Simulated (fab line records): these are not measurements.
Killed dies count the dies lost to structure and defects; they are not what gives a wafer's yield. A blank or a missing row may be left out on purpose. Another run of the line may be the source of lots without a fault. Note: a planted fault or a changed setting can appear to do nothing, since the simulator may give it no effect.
2 desks looking at one fault / flow gf180mcu / each desk has only its own numbers; what lay behind them comes last

== METROLOGY DESK ==
Lot by lot, what the gauges showed, no matter which tool ran the lot: averages of those sampled wafers that carry a number. Any lot whose mean is over 4 standard deviations away from the usual mean is out of limits and marked OUT; that distance is given in the brackets.
Columns: A = V5_W_RS at GF_V5_RS_MEAS_24, usual 0.329 ohm/sq; B = V5_W_THK at GF_V5_THK_MEAS_25, usual 353 nm
lot=L203; first seen here=day 27 10:22; A=0.331; B=354
lot=L204; first seen here=day 27 15:41; A=0.328; B=358
lot=L214; first seen here=day 31 01:40; A=0.332; B=343
lot=L215; first seen here=day 31 09:48; A=0.325; B=361
lot=L224; first seen here=day 33 08:27; A=0.327; B=356
lot=L225; first seen here=day 33 12:49; A=0.329; B=353
This desk's finding: nothing out of limits on any of the 6 lots.

== DESK OF THE TOOL OWNER: pvd sputter-02 ==
The tool's own readings at GF_TOP_METAL_SPUTTER_03 (material Ti, target thk 5 nm, time 3.3 s): means of the sampled wafers that have a number, for each lot that ran on this tool. Any lot whose mean is over 4 standard deviations away from the usual mean is out of limits and marked OUT; that distance is given in the brackets.
Columns: A = substrate temp c at GF_TOP_METAL_SPUTTER_03, usual 300.00 C; B = throttle valve pct at GF_TOP_METAL_SPUTTER_03, usual 30.4 %
lot=L203; first seen here=day 27 11:01; A=299.93; B=30.5
lot=L204; first seen here=day 27 16:20; A=300.05; B=30.6
lot=L214; first seen here=day 31 02:19; A=299.82; B=30.7
lot=L215; first seen here=day 31 10:44; A=300.19; B=30.5
This desk's finding: nothing out of limits on any of the 4 lots.

== ALL TOGETHER ==
The metrology desk saw nothing out of limits.
Nothing out of limits was seen by the tool owner's desk.

== WHAT WAS PUT IN BY THE SIMULATOR ==
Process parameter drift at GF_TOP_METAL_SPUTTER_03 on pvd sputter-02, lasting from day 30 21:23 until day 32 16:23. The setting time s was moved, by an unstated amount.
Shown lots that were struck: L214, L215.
